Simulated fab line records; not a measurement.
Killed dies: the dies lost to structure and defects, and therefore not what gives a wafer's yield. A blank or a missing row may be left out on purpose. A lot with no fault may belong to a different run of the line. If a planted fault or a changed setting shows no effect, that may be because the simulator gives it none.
Struck lot and sound lot, side by side | flow gf180mcu | 41 out of 602 route steps
Sound: the wafers L165.4, L165.5, L165.6. Struck: wafer L166.5. (L166.3, L166.6 of the same lot were not struck and are left out.) The cause comes at the end.
Per side, at each step with rows, come the tool, then ch with its chambers, and then its first start. Under that, the readings that differ: sound wafers | struck wafers | difference of the means | sigmas: that difference in standard deviations of wafers without a fault.
alike: same words and numbers on both sides, and readings whose means sit less than 2 such deviations apart. not compared: any withheld reading, any reading some wafer has no value for, any bound like >300 that may hide the same value, and any number with overlapping values for which the record gives no deviation.
Wherever a step has rows on one side only, a row that says differs or no value, or a row with sigmas, the two part there. Numbers that don't overlap but have no deviation are shown without sigmas and don't part them. A reading that every wafer of one side lacks parts them only if that side has two wafers or more.

GF_V4_RS_MEAS_24: the measuring method here is four-point-probe.
  sound on film-metro-03, day 25 20:43; struck on film-metro-04, day 26 12:25
  alike: V4_W_RS
GF_V4_THK_MEAS_25: measures by xrf.
  sound on film-metro-03, day 25 20:48; struck on film-metro-04, day 26 12:31
  alike: V4_W_THK
then, 1 step without rows for these wafers: GF_V4_CMP_26 (polishes, stops on SiO2, t overpolish 15 s, target thk 0 nm).
GF_MIM_SPUTTER_00: material Ti, target thk 37.5 nm, time 150 s.
  sound on pvd-sputter-01, day 25 21:08; struck on pvd-sputter-01, day 26 12:52
  alike: throttle-valve-pct
then, 1 step without rows for these wafers: GF_MIM_SPUTTER_01 (material TiN, target thk 30 nm, time 25 s).
GF_MIM_SPUTTER_02: material AlCu, target thk 450 nm, time 23.9 s.
  sound on pvd-sputter-01, day 25 21:16; struck on pvd-sputter-01, day 26 12:59
  alike: throttle-valve-pct
then, 2 steps without rows for these wafers: GF_MIM_SPUTTER_03 (material Ti, target thk 10 nm, time 6.7 s); GF_MIM_SPUTTER_04 (material TiN, target thk 50 nm, time 41.7 s).
GF_MIM_CVD_05: deposits Si3N4, target thk 42 nm, time 29.086 s.
  sound on pecvd-04 ch 0,1,2, day 25 21:22; struck on pecvd-01 ch 0, day 26 13:05
  alike: heater-power-w
GF_MIM_THK_MEAS_06:
  sound on film-metro-01, day 25 21:25; struck on film-metro-02, day 26 13:08
  alike: MIM_CVD_05_THK
then, 2 steps without rows for these wafers: GF_MIM_SPUTTER_07 (material TiN, target thk 60 nm, time 50 s); GF_MIM_SPUTTER_08 (material AlCu, target thk 200 nm, time 10.6 s).
GF_MIM_SPUTTER_09: material TiN, target thk 35 nm, time 29.2 s.
  sound on pvd-sputter-03, day 25 21:31; struck on pvd-sputter-03, day 26 13:14
  reading                                 | sound             | struck | difference | sigmas
  model.TiN_of_MIM_SPUTTER_09.thk-nm (nm) | 34.47 34.96 34.48 | 37.54  | +2.90      |
  alike: throttle-valve-pct
GF_MIM_RS_MEAS_10: the measuring method here is four-point-probe.
  sound on film-metro-04, day 25 21:37; struck on film-metro-04, day 26 13:19
  alike: MIM_ALCU_RS
GF_MIM_THK_MEAS_11: measures by xrf.
  sound on film-metro-04, day 25 21:42; struck on film-metro-04, day 26 13:25
  alike: MIM_ALCU_THK
then, 7 steps without rows for these wafers: GF_MIM_DEHYDRATE_12 (time 60 s); GF_MIM_HMDS_13 (prime time 60 s); GF_MIM_COAT_14 (resist thk 1000 nm); GF_MIM_SOFTBAKE_15 (time 60 s); GF_MIM_EXPOSE_16 (exposes mask FuseTop, target cd 2000 nm); GF_MIM_PEB_17; GF_MIM_DEVELOP_18 (develop time 60 s).
GF_MIM_METAL_ETCH_19: etches the open film in Cl2/BCl3, stops on Si3N4, target depth 324.5 nm, time 54.1 s.
  sound on rie-metal-02 ch 0, day 26 18:14; struck on rie-metal-02 ch 1, day 27 09:20
  reading                     | sound       | struck | difference | sigmas
  drypump-motor-current-A (A) | 5.7 5.7 5.6 | 6.5    | +0.8       | +2
  alike: he-backside-leak-sccm, oes-product-au, throttle-valve-pct
  not compared: rf-hours-counter-h
then, 10 steps without rows for these wafers: GF_MIM_STRIP_20 (strips in O2/N2); GF_MIM_STRIP_21 (strips in post etch residue remover, time 1200 s); GF_MIM_CLEAN_22 (cleans in DIW); GF_M5_DEHYDRATE_00 (time 60 s); GF_M5_HMDS_01 (prime time 60 s); GF_M5_COAT_02 (resist thk 1000 nm); GF_M5_SOFTBAKE_03 (time 60 s); GF_M5_EXPOSE_04 (exposes mask Metal5, target cd 280 nm); GF_M5_PEB_05 (peb time 90 s); GF_M5_DEVELOP_06 (develop time 60 s).
GF_M5_CD_MEAS_07: target cd 280 nm.
  sound on cd-sem-02, day 27 15:11; struck on cd-sem-01, day 28 05:55
  alike: cd-nm
GF_M5_OVL_MEAS_08:
  sound on overlay-01, day 27 15:15; struck on overlay-02, day 28 06:00
  alike: M5_OVL
GF_M5_ETCH_09: etches Si3N4 in CF4/O2, target depth 52 nm, time 11.6 s.
  sound on rie-diel-02 ch 2,3, day 27 15:16; struck on rie-diel-02 ch 0, day 28 06:02
  alike: drypump-motor-current-A, oes-product-au, throttle-valve-pct
  not compared: rf-hours-counter-h
then, 2 steps without rows for these wafers: GF_M5_METAL_ETCH_10 (etches the open film in Cl2/BCl3, stops on SiO2, target depth 627.5 nm, time 104.6 s); GF_M5_STRIP_11 (strips in O2/N2).
GF_M5_STRIP_12: strips in post etch residue remover, time 1200 s.
  sound on wet-bench-04 ch 2, day 27 15:31; struck on wet-bench-02 ch 1, day 28 06:16
  reading                                 | sound             | struck | difference | sigmas
  model.TiN_of_MIM_SPUTTER_09.thk-nm (nm) | 33.62 34.11 33.63 | 36.7   | +2.9       |
then, 1 step without rows for these wafers: GF_M5_CLEAN_13 (cleans in DIW).
GF_PASSIVATION_PROBE_99:
  sound wafers here have rows in the record (prober-01, day 30 08:16); struck ones have none

WHERE THEY PART
Last at GF_PASSIVATION_PROBE_99 as far as this record goes, first at GF_MIM_METAL_ETCH_19.

WHY: the cause the simulator had injected
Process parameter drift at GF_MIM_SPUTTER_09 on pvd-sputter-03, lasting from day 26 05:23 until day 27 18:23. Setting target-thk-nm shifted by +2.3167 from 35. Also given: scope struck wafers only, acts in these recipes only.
